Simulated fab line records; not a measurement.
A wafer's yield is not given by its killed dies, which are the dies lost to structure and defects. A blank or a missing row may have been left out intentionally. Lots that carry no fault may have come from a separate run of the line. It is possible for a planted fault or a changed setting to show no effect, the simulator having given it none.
Matching of chambers / flow sky130 / SKY_VIA3_ETCH_15 on rieDiel-03 has 4 sister chambers
The step etches SiO2 in C4F8/O2/Ar, stops on TiN, target depth 507 nm, time 78 s. 14 wafers are shown with their chamber, then 7 later ones without.

== WAFERS PAIRED WITH THEIR CHAMBERS ==
wafer=L489.3; chamber=3; oesProductAu (a.u.)=0.945
wafer=L489.5; chamber=1; oesProductAu (a.u.)=0.938
wafer=L489.6; chamber=2; oesProductAu (a.u.)=0.946
wafer=L493.3; chamber=1; oesProductAu (a.u.)=0.941
wafer=L493.5; chamber=2; oesProductAu (a.u.)=0.939
wafer=L493.6; chamber=0; oesProductAu (a.u.)=0.944
wafer=L494.2; chamber=2; oesProductAu (a.u.)=0.946
wafer=L494.4; chamber=1; oesProductAu (a.u.)=0.945
wafer=L494.6; chamber=0; oesProductAu (a.u.)=0.943
wafer=L495.3; chamber=0; oesProductAu (a.u.)=0.945
wafer=L495.4; chamber=1; oesProductAu (a.u.)=0.947
wafer=L495.6; chamber=0; oesProductAu (a.u.)=0.944
wafer=L496.2; chamber=2; oesProductAu (a.u.)=0.942
wafer=L496.3; chamber=0; oesProductAu (a.u.)=0.928

SIGNATURES (averages over the wafers above)
reading=oesProductAu; chamber 0=0.94080; chamber 1=0.94275; chamber 2=0.94325; chamber 3=0.94500; scatter within a chamber=0.00539
Rule: for each reading, subtract the chamber's mean from the wafer's reading, divide by that reading's scatter and square the result; add these up over the readings and take the root, which gives the wafer's distance from the chamber. If the next closest chamber is less than 2 further off than the closest, the wafer can't be placed; otherwise it belongs to the closest. The scatter is the square root of a quotient: the sum, over the shown wafers, of each reading's squared deviation from its chamber's mean, divided by wafers minus chambers.

== WAFERS WITH NO CHAMBER GIVEN ==
wafer=L496.6; oesProductAu (a.u.)=0.951
wafer=L503.2; oesProductAu (a.u.)=0.950
wafer=L503.3; oesProductAu (a.u.)=0.945
wafer=L503.5; oesProductAu (a.u.)=0.943
wafer=L512.1; oesProductAu (a.u.)=0.956
wafer=L512.4; oesProductAu (a.u.)=0.951
wafer=L512.6; oesProductAu (a.u.)=0.942

== CHAMBER TAKEN BY EACH ==
wafer=L496.6; from the rows above=can't be placed: 3 or 2 or 1 or 0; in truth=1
wafer=L503.2; from the rows above=can't be placed: 3 or 2 or 1 or 0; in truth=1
wafer=L503.3; from the rows above=can't be placed: 3 or 2 or 1 or 0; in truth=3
wafer=L503.5; from the rows above=can't be placed: 1 or 2 or 3 or 0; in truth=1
wafer=L512.1; from the rows above=can't be placed: 3 or 2 or 1 or 0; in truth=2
wafer=L512.4; from the rows above=can't be placed: 3 or 2 or 1 or 0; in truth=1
wafer=L512.6; from the rows above=can't be placed: 1 or 0 or 2 or 3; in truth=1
Placed correctly: 0 of 7. From these rows, 7 cannot be placed; in 7 the true chamber is one of the candidates. Placed wrongly: 0.
